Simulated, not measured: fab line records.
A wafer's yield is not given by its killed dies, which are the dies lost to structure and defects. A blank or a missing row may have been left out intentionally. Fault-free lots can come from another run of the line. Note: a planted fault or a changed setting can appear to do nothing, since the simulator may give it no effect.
Which tool was responsible?    flow sfq line    7 lots, 21 wafers sampled, at 1 step of a route of 325

== WHAT EACH GAUGE READ, for each wafer ==
SFQ_INCOMING_BOW_MEAS_900.
lot   measured     on             INCOMING_BOW (um)
L250  day 2 06:01  film metro-01  -17 11 -6
L252  day 2 16:00  film metro-04  3 3 -11
L257  day 3 17:02  film metro-02  5 2 2
L262  day 4 18:04  film metro-02  -1 6 -7
L264  day 5 04:00  film metro-01  -2 3 -4
L266  day 5 14:00  film metro-04  9 1 12
L268  day 6 00:01  film metro-02  -10 -3 4

== TOOL THAT RAN EACH LOT (tool first, then ch and the chambers of the sampled wafers, then the start) ==
Record: no process step prior to these readings.

== THE ANSWER, worked out from the rows above alone ==
Rule: the lots themselves supply what counts as usual. The widest of any qualifying gaps counts: lots, ordered by their means at a reading, are off when they make up no more than a third of the lots, leave a main group of 4 or more, and stand apart from it by 3 or more times the standard deviation of that group's means. If all means in a main group match to the digits the tables above print for the reading, that group is not used. Also off: a lot with no number at a reading for which 4 or more lots have one. Any other lot the step has rows for is counted as sound.
Across all readings shown, no lot is off: no conclusion can be drawn from this.

== WHAT THE SIMULATOR PUT IN ==
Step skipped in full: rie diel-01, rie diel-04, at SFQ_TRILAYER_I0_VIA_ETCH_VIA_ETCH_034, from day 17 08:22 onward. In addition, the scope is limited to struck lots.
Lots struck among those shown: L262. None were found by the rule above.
